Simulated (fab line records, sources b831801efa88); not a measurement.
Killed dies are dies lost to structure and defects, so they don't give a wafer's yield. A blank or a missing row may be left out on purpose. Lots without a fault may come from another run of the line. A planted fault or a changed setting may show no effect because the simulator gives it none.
Which tool did it? | flow gf180mcu | 13 lots, 39 wafers sampled, at 3 steps of a route of 602

WHAT THE GAUGES READ, wafer by wafer
GF_V3_THK_MEAS_03.
lot  | measured     | on            | V3_CVD_02_THK (nm)
L434 | day 21 07:20 | film_metro-03 | 858 861 856
L437 | day 22 06:28 | film_metro-03 | 853 872 871
L438 | day 22 17:19 | film_metro-04 | 846 854 864
L441 | day 24 03:17 | film_metro-03 | 858 879 874
L442 | day 24 08:29 | film_metro-03 | 865 860 867
L444 | day 25 03:23 | film_metro-02 | 852 838 877
L445 | day 25 18:33 | film_metro-03 | 842 836 850
L446 | day 26 06:32 | film_metro-04 | 859 860 860
L450 | day 27 01:39 | film_metro-02 | 825 834 863
L451 | day 27 12:07 | film_metro-02 | 861 870 868
L452 | day 27 16:20 | film_metro-04 | 862 858 869
L454 | day 28 00:59 | film_metro-03 | 845 858 867
L455 | day 28 05:10 | film_metro-04 | 846 853 851

GF_M4_THK_MEAS_06: measures by xrf.
lot  | measured     | on            | M4_ALCU_THK (nm)
L434 | day 22 09:24 | film_metro-02 | 471 467 463
L437 | day 23 08:17 | film_metro-01 | 463 460 458
L438 | day 23 18:40 | film_metro-01 | 455 456 458
L441 | day 25 03:20 | film_metro-03 | 470 457 461
L442 | day 25 08:45 | film_metro-02 | 470 459 465
L444 | day 26 02:33 | film_metro-03 | 459 462 466
L445 | day 26 17:42 | film_metro-02 | 461 462 458
L446 | day 27 05:11 | film_metro-02 | 454 462 451
L450 | day 27 23:33 | film_metro-02 | 464 453 458
L451 | day 28 09:34 | film_metro-01 | 461 463 465
L452 | day 28 14:13 | film_metro-01 | 455 451 460
L454 | day 28 23:10 | film_metro-01 | 456 455 451
L455 | day 29 02:51 | film_metro-01 | 462 460 457

GF_M4_CD_MEAS_14: target cd 280 nm.
lot  | measured     | on        | cd_nm (nm)
L434 | day 23 08:06 | cd_sem-01 | 280.3 280.4 282.0
L437 | day 24 06:50 | cd_sem-01 | 279.5 279.5 279.2
L438 | day 24 16:55 | cd_sem-01 | 279.9 279.7 279.8
L441 | day 25 23:55 | cd_sem-01 | 279.8 278.7 279.2
L442 | day 26 05:55 | cd_sem-01 | 277.4 277.5 279.6
L444 | day 26 23:00 | cd_sem-01 | 280.3 281.5 281.1
L445 | day 27 13:24 | cd_sem-01 | 280.0 279.6 281.4
L446 | day 28 01:16 | cd_sem-01 | 281.2 280.9 280.1
L450 | day 28 18:27 | cd_sem-02 | 280.3 279.2 278.5
L451 | day 29 05:05 | cd_sem-01 | 279.3 279.8 279.4
L452 | day 29 09:00 | cd_sem-02 | 280.3 281.4 279.9
L454 | day 29 17:09 | cd_sem-02 | 278.9 279.2 279.2
L455 | day 29 21:22 | cd_sem-01 | 279.7 279.2 279.0

WHICH TOOL RAN EACH LOT (tool, then ch and the chambers of the sampled wafers, then the start)
The record holds no process step before these readings.

WHAT THE TOOLS THEMSELVES READ (means of the sampled wafers that have a number; where no wafer has one, the mark that the record gives instead)
The record holds no such reading with a usual standard deviation.

THE ANSWER, worked out from the rows above alone
Rule: what is usual is taken from the lots themselves. Put in order of their means at a reading, lots are off if they are a third of the lots or fewer, leave a main group of 4 or more, and stand apart from it by a gap of 3 or more times the standard deviation of the main group's means; of several such gaps the widest counts. A main group whose means are all the same, to the digits that the tables above print for the reading, isn't used. A lot without any number at a reading at which 4 lots or more have one is off too. The other lots that the step has rows for count as sound. The gauges are gone through in route order, then the tools' own readings, and for those a lot's mean is taken as printed above. The first step at which some lot is off is used, and at that step the reading that is off furthest; a lot without a number counts as furthest.
No lot is off at any reading shown: from this, nothing can be told.

WHAT THE SIMULATOR HAD PUT IN
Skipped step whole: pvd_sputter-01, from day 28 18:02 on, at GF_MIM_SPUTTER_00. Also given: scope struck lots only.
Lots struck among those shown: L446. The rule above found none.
